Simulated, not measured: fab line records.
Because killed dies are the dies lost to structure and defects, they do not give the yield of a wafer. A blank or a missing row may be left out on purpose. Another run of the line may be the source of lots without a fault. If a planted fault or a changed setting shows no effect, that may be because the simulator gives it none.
The tool behind it: which one? | flow sky130 | 13 lots with 39 wafers sampled at 6 steps, on a route of 708 steps

== WHAT THE GAUGES SHOWED, per wafer ==
SKY_NWELL_OVL_MEAS_23.
lot  | measured     | on         | NWELL_01_OVL (nm)
L511 | day 5 07:41  | overlay-01 | 1.2 2.3 2.5
L512 | day 5 13:02  | overlay-01 | 1.8 1.0 1.1
L514 | day 5 22:21  | overlay-01 | -0.1 -0.5 0.9
L516 | day 6 12:26  | overlay-01 | 2.6 1.8 0.3
L515 | day 6 12:59  | overlay-01 | 0.3 0.7 0.6
L518 | day 7 00:29  | overlay-01 | -0.7 -2.0 -0.3
L519 | day 7 08:56  | overlay-01 | 1.2 0.6 0.9
L520 | day 7 22:20  | overlay-01 | -0.4 -0.2 0.5
L521 | day 8 03:17  | overlay-02 | -1.0 -0.9 1.3
L530 | day 10 05:56 | overlay-02 | -0.6 -0.4 0.3
L531 | day 10 07:41 | overlay-01 | 0.5 -0.6 -0.7
L532 | day 11 02:41 | overlay-01 | 2.3 1.1 0.0
L534 | day 11 11:38 | overlay-02 | 1.2 1.4 1.0

SKY_VT_ADJUST_HVTP_TW_MEAS_11.
lot  | measured     | on            | VT_ADJUST_HVTP_TW
L511 | day 6 01:30  | film-metro-02 | 1362 1365 1363
L512 | day 6 07:10  | film-metro-02 | 1357 1361 1360
L514 | day 6 17:12  | film-metro-01 | 1298 1291 1295
L516 | day 7 08:22  | film-metro-04 | 1326 1322 1323
L515 | day 7 09:19  | film-metro-02 | 1368 1367 1367
L518 | day 7 20:58  | film-metro-04 | 1329 1327 1326
L519 | day 8 04:57  | film-metro-01 | 1308 1303 1298
L520 | day 8 19:43  | film-metro-01 | 1298 1290 1293
L521 | day 9 01:25  | film-metro-01 | 1299 1293 1301
L530 | day 11 04:55 | film-metro-01 | 1297 1289 1291
L531 | day 11 06:47 | film-metro-02 | 1359 1363 1361
L532 | day 12 03:22 | film-metro-01 | 1297 1289 1294
L534 | day 12 13:06 | film-metro-01 | 1293 1291 1288

SKY_VT_ADJUST_NCORE_CD_MEAS_07: target cd 380 nm.
lot  | measured     | on        | cd-nm (nm)
L511 | day 8 10:59  | cd-sem-01 | 373 373 373
L512 | day 8 18:14  | cd-sem-01 | 382 384 383
L514 | day 9 04:23  | cd-sem-01 | 383 384 386
L516 | day 9 21:56  | cd-sem-02 | 378 378 380
L515 | day 9 22:37  | cd-sem-02 | 380 383 380
L518 | day 10 12:50 | cd-sem-02 | 382 382 384
L519 | day 10 20:52 | cd-sem-01 | 381 380 380
L520 | day 11 13:34 | cd-sem-02 | - - -
L521 | day 11 19:52 | cd-sem-02 | 382 382 382
L530 | day 14 07:50 | cd-sem-02 | 378 377 376
L531 | day 14 09:17 | cd-sem-01 | 384 387 384
L532 | day 15 08:44 | cd-sem-02 | 375 376 377
L534 | day 15 17:16 | cd-sem-02 | 380 377 379

SKY_VT_ADJUST_NCORE_TW_MEAS_11.
lot  | measured     | on            | VT_ADJUST_NCORE_TW
L511 | day 8 11:24  | film-metro-02 | 221 222 221
L512 | day 8 18:37  | film-metro-02 | 222 223 222
L514 | day 9 04:47  | film-metro-01 | 211 212 211
L516 | day 9 22:20  | film-metro-03 | 221 221 222
L515 | day 9 23:00  | film-metro-01 | 211 211 212
L518 | day 10 13:13 | film-metro-02 | 222 220 222
L519 | day 10 21:17 | film-metro-02 | 221 221 222
L520 | day 11 13:58 | film-metro-03 | 30 30 30
L521 | day 11 20:16 | film-metro-03 | 221 221 222
L530 | day 14 08:13 | film-metro-02 | 222 221 221
L531 | day 14 09:42 | film-metro-01 | 209 209 210
L532 | day 15 09:08 | film-metro-03 | 221 220 221
L534 | day 15 17:41 | film-metro-01 | 214 214 213

== WHAT TOOL EACH LOT RAN ON (gives the tool, then ch and the chambers of the sampled wafers, and finally the start) ==
lot  | SKY_NWELL_RTA_28                 | SKY_VT_ADJUST_NCORE_EXPOSE_04
L511 | rtp-anneal-02 ch 0, day 5 08:05  | iline-stepper-01 ch 0, day 8 01:13
L512 | rtp-anneal-01 ch 0, day 5 13:27  | iline-stepper-02 ch 0, day 8 08:02
L514 | rtp-anneal-02 ch 0, day 5 22:45  | iline-stepper-02 ch 0, day 8 18:15
L516 | rtp-anneal-02 ch 0, day 6 12:51  | iline-stepper-01 ch 0, day 9 10:47
L515 | rtp-anneal-01 ch 0, day 6 13:24  | iline-stepper-01 ch 0, day 9 12:01
L518 | rtp-anneal-01 ch 0, day 7 00:55  | iline-stepper-01 ch 0, day 10 01:34
L519 | rtp-anneal-01 ch 0, day 7 09:20  | iline-stepper-02 ch 0, day 10 09:52
L520 | rtp-anneal-01 ch 0, day 7 22:45  | iline-stepper-02 ch 0, day 11 01:59
L521 | rtp-anneal-01 ch 0, day 8 03:41  | iline-stepper-01 ch 0, day 11 08:17
L530 | rtp-anneal-01 ch 0, day 10 06:21 | iline-stepper-02 ch 0, day 13 18:56
L531 | rtp-anneal-01 ch 0, day 10 08:05 | iline-stepper-02 ch 0, day 13 20:29
L532 | rtp-anneal-02 ch 0, day 11 03:05 | iline-stepper-02 ch 0, day 14 19:20
L534 | rtp-anneal-02 ch 0, day 11 12:02 | iline-stepper-02 ch 0, day 15 04:44
- SKY_NWELL_RTA_28: time 30 s.
- SKY_VT_ADJUST_NCORE_EXPOSE_04: exposes mask LVTN COMPLEMENT THIN, target cd 380 nm.

== WHAT THE TOOLS THEMSELVES READ (means of the sampled wafers that have a number; where no wafer has one, the mark that the record gives instead) ==
SKY_NWELL_RTA_28.
lot  | tool          | anneal-temp-c-max | lamp-power-pct (%) | ramp-down-c-per-s | ramp-up-c-per-s | wafer_temp_C_max
L511 | rtp-anneal-02 | 1053              | 25.34              | 90.002            | 150.00          | 1054.5
L512 | rtp-anneal-01 | 1060              | 25.31              | 89.995            | 150.01          | 1054.1
L514 | rtp-anneal-02 | 1052              | 25.29              | 90.002            | 149.96          | 1055.1
L516 | rtp-anneal-02 | 1052              | 25.27              | 89.994            | 150.02          | 1054.6
L515 | rtp-anneal-01 | 1060              | 25.26              | 90.003            | 150.02          | 1053.9
L518 | rtp-anneal-01 | 1059              | 25.29              | 89.995            | 150.01          | 1055.3
L519 | rtp-anneal-01 | 1062              | 25.23              | 89.990            | 150.00          | 1054.3
L520 | rtp-anneal-01 | 1058              | 25.37              | 90.003            | 150.01          | 1055.0
L521 | rtp-anneal-01 | 1059              | 25.28              | 89.991            | 149.99          | 1055.7
L530 | rtp-anneal-01 | 1059              | 25.29              | 90.015            | 150.01          | 1054.7
L531 | rtp-anneal-01 | 1059              | 25.34              | 90.003            | 149.99          | 1054.5
L532 | rtp-anneal-02 | 1053              | 25.34              | 90.014            | 149.98          | 1054.8
L534 | rtp-anneal-02 | 1052              | 25.28              | 89.995            | 150.01          | 1055.0

== THE ANSWER, worked out from the rows above alone ==
Rule: what is usual is taken from the lots themselves. The widest of any qualifying gaps counts: lots, ordered by their means at a reading, are off when they make up no more than a third of the lots, leave a main group of 4 or more, and stand apart from it by 3 or more times the standard deviation of that group's means. The tables above print the reading to a certain number of digits; a main group whose means all agree to those digits is not used. Also off: a lot with no number at a reading for which 4 or more lots have one. Any other lot the step has rows for is counted as sound. The gauges are gone through in route order, then the tools' own readings, and for those a lot's mean is taken as printed above. At the first step where some lot is off, the reading lying furthest off is the one used; lots without a number count as furthest.
Off, at SKY_VT_ADJUST_NCORE_CD_MEAS_07 on cd-nm: L520. Without a number there: L520. The main group: mean 380 nm, standard deviation 3.4.
If a tool, at a process step before that reading, ran all the lots that are off and no sound lot after the first of them, it fits. The gauges at SKY_VT_ADJUST_NCORE_CD_MEAS_07 aren't tried: what is off there is off at SKY_VT_ADJUST_NCORE_TW_MEAS_11 too, on other tools, and a gauge's error can't cause that. No candidate that was tried fits.

== WHAT THE SIMULATOR PUT IN ==
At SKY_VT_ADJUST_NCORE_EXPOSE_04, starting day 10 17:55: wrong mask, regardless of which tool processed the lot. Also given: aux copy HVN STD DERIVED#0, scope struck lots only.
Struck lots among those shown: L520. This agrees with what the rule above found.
